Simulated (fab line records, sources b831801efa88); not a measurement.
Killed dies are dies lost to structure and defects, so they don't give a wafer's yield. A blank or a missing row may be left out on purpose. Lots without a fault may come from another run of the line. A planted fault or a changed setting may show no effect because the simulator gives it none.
Split-lot experiment | flow gf180mcu | 5 lots, 23 wafers read, on a route of 602 steps

THE SPLIT
At GF_M3_COAT_09 (resist thk 1000 nm), the setting resist_thk_nm was moved away from the recipe's 1000 nm on 10 of the 23 wafers read, by -2.9% to +4.4%. The other wafers ran this setting at the recipe's value.

The reading is taken at the split's own step.

THE READING
KrF_of_M3_COAT_09.thk_nm (the simulator's own value, which no gauge read), in nm, at GF_M3_COAT_09 (resist thk 1000 nm). The file gives no usual value for it. The 13 wafers here that ran the recipe average 1000.2 nm, standard deviation 2.9 nm.

wafer  | tool, chamber at the split | resist_thk_nm as run, nm | against the recipe | KrF_of_M3_COAT_09.thk_nm, nm | against lot-mates on the recipe
L074.2 | litho_track-04, 0          | 1000                     | recipe             | 996.4                        | -
L074.3 | litho_track-04, 0          | 970.9                    | -2.9%              | 970.2                        | -26.5
L074.4 | litho_track-04, 0          | 970.9                    | -2.9%              | 965.3                        | -31.4
L074.6 | litho_track-04, 0          | 970.9                    | -2.9%              | 965.3                        | -31.4
L074.5 | litho_track-04, 0          | 1000                     | recipe             | 997                          | -
L075.1 | litho_track-03, 0          | 1000                     | recipe             | 1002                         | -
L075.2 | litho_track-03, 0          | 1000                     | recipe             | 1004                         | -
L075.3 | litho_track-03, 0          | 1044                     | +4.4%              | 1047                         | +44.0
L075.4 | litho_track-03, 0          | 1044                     | +4.4%              | 1052                         | +49.0
L075.5 | litho_track-03, 0          | 1044                     | +4.4%              | 1046                         | +43.0
L076.2 | litho_track-03, 0          | 1000                     | recipe             | 1000                         | -
L076.5 | litho_track-03, 0          | 1000                     | recipe             | 1001                         | -
L076.6 | litho_track-03, 0          | 1000                     | recipe             | 1004                         | -
L080.1 | litho_track-02, 0          | 1000                     | recipe             | 998.1                        | -
L080.2 | litho_track-02, 0          | 970.6                    | -2.9%              | 967.9                        | -29.0
L080.3 | litho_track-02, 0          | 970.6                    | -2.9%              | 968.5                        | -28.4
L080.4 | litho_track-02, 0          | 1000                     | recipe             | 996.9                        | -
L080.5 | litho_track-02, 0          | 1000                     | recipe             | 995.6                        | -
L085.1 | litho_track-04, 0          | 1000                     | recipe             | 1003                         | -
L085.6 | litho_track-04, 0          | 1000                     | recipe             | 1003                         | -
L085.2 | litho_track-04, 0          | 1016                     | +1.6%              | 1017                         | +14.7
L085.4 | litho_track-04, 0          | 1016                     | +1.6%              | 1017                         | +14.7
L085.5 | litho_track-04, 0          | 1000                     | recipe             | 1001                         | -

THE FIT
A straight line over all 23 wafers: KrF_of_M3_COAT_09.thk_nm changes by +11 nm for each +1% of resist_thk_nm; r = +0.99; the points scatter about the line by 2.7 nm.
The same after taking each lot's own level away (the mean of its wafers on the recipe; 23 wafers): +10.1 nm for each +1%; r = +1.00; scatter 1.7 nm.
On that fit, the largest move of resist_thk_nm shifts the reading by 45 nm.
The lots' own levels span 996.70 to 1003.00 nm, that is 2.2 times the standard deviation above.
So the lot-to-lot level changes the slope little: the two slopes agree.
Check: with one of the wafers moved furthest among these (+4.4%) left out of the fit, the line predicts +44.8 nm for it against its lot-mates. It came out at +44 nm against them.

OTHER SPLITS ON THESE WAFERS
These wafers also went through other splits before the reading. Each is held against what the fit with the lots' levels taken away leaves over:
other split on the same wafers       | wafers away from the commonest value | r with KrF_of_M3_COAT_09.thk_nm (lot level and that fit taken away)
GF_V2_CVD_23 temp_c                  | 7                                    | -0.09
GF_M3_SPUTTER_04 chamber_pressure_pa | 10                                   | +0.19

THE WHOLE CHAIN: every reading that the file lists as answering this split, in the file's order
step           | what it does       | reading                                                                   | change (the file's fit)                                                                | r (the file's)
GF_M3_COAT_09  | resist thk 1000 nm | KrF_of_M3_COAT_09.thk_nm (the simulator's own value, which no gauge read) | +10.1 nm for each +1% of the setting                                                   | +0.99
GF_M3_STRIP_17 | strips in O2/N2    | strip_time_to_endpoint_s                                                  | withheld for each +1% of the setting, in a fit together with platen_temp_c@M3_STRIP_17 | 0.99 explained

THE FILE'S OWN FIT
KrF_of_M3_COAT_09.thk_nm changes by +10.1 nm for each +1% of resist_thk_nm, r = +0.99.
